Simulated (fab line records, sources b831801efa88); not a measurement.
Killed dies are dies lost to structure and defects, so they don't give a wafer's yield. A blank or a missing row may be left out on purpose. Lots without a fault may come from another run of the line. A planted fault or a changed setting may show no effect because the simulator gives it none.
Split-lot experiment | flow gf180mcu | 5 lots, 23 wafers read, on a route of 602 steps

THE SPLIT
At GF_M3_SPUTTER_04 (material TiN, target thk 50 nm, time 41.7 s), the setting time_s was moved away from the recipe's 41.7 s on 4 of the 23 wafers read, by +6.1% to +12.7%. The other wafers ran this setting at the recipe's value.

The reading is taken at the split's own step.

THE READING
TiN_of_M3_SPUTTER_04.thk_nm (the simulator's own value, which no gauge read), in nm, at GF_M3_SPUTTER_04 (material TiN, target thk 50 nm, time 41.7 s). The file gives no usual value for it. The 19 wafers here that ran the recipe average 50.22 nm, standard deviation 0.36 nm.

wafer  | tool, chamber at the split | time_s as run, s | against the recipe | TiN_of_M3_SPUTTER_04.thk_nm, nm | against lot-mates on the recipe
L074.1 | pvd_sputter-04, -          | 41.7             | recipe             | 49.95                           | -
L074.2 | pvd_sputter-04, -          | 41.7             | recipe             | 50                              | -
L074.6 | pvd_sputter-04, -          | 41.7             | recipe             | 49.86                           | -
L078.1 | pvd_sputter-03, -          | 41.7             | recipe             | 50                              | -
L078.2 | pvd_sputter-03, -          | 41.7             | recipe             | 50.96                           | -
L078.4 | pvd_sputter-03, -          | 41.7             | recipe             | 50.32                           | -
L078.5 | pvd_sputter-03, -          | 41.7             | recipe             | 50.57                           | -
L078.6 | pvd_sputter-03, -          | 41.7             | recipe             | 50.08                           | -
L080.2 | pvd_sputter-04, -          | 47.01            | +12.7%             | 56.77                           | +6.49
L080.3 | pvd_sputter-04, -          | 47.01            | +12.7%             | 56.82                           | +6.54
L080.4 | pvd_sputter-04, -          | 41.7             | recipe             | 50.08                           | -
L080.5 | pvd_sputter-04, -          | 41.7             | recipe             | 50.39                           | -
L080.6 | pvd_sputter-04, -          | 41.7             | recipe             | 50.36                           | -
L081.1 | pvd_sputter-03, -          | 41.7             | recipe             | 50.31                           | -
L081.3 | pvd_sputter-03, -          | 41.7             | recipe             | 50.83                           | -
L081.4 | pvd_sputter-03, -          | 41.7             | recipe             | 50.36                           | -
L081.5 | pvd_sputter-03, -          | 41.7             | recipe             | 49.95                           | -
L081.6 | pvd_sputter-03, -          | 41.7             | recipe             | 50.53                           | -
L085.1 | pvd_sputter-03, -          | 41.7             | recipe             | 49.47                           | -
L085.2 | pvd_sputter-03, -          | 41.7             | recipe             | 49.71                           | -
L085.3 | pvd_sputter-03, -          | 44.26            | +6.1%              | 53.46                           | +3.60
L085.4 | pvd_sputter-03, -          | 41.7             | recipe             | 50.4                            | -
L085.6 | pvd_sputter-03, -          | 44.26            | +6.1%              | 53.29                           | +3.43

THE FIT
A straight line over all 23 wafers: TiN_of_M3_SPUTTER_04.thk_nm changes by +0.516 nm for each +1% of time_s; r = +0.99; the points scatter about the line by 0.35 nm.
The same after taking each lot's own level away (the mean of its wafers on the recipe; 23 wafers): +0.522 nm for each +1%; r = +0.99; scatter 0.29 nm.
On that fit, the largest move of time_s shifts the reading by 6.6 nm.
The lots' own levels span 49.860 to 50.396 nm, that is 1.5 times the standard deviation above.
So the lot-to-lot level changes the slope little: the two slopes agree.
Check: with one of the wafers moved furthest among these (+12.7%) left out of the fit, the line predicts +6.78 nm for it against its lot-mates. It came out at +6.49 nm against them.

OTHER SPLITS ON THESE WAFERS
These wafers also went through other splits before the reading. Each is held against what the fit with the lots' levels taken away leaves over:
other split on the same wafers       | wafers away from the commonest value | r with TiN_of_M3_SPUTTER_04.thk_nm (lot level and that fit taken away)
GF_CONTACT_DEVELOP_13 dev_temp_c     | 7                                    | +0.28
GF_M1_SPUTTER_04 time_s              | 11                                   | -0.04
GF_M1_PEB_12 peb_temp_c              | 12                                   | +0.04
GF_M2_SPUTTER_00 chamber_pressure_pa | 15                                   | +0.17
GF_M2_SPUTTER_04 time_s              | 8                                    | -0.21
GF_M2_PEB_12 peb_temp_c              | 11                                   | +0.20

THE FILE'S OWN FIT
TiN_of_M3_SPUTTER_04.thk_nm changes by +0.524 nm for each +1% of time_s, r = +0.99.
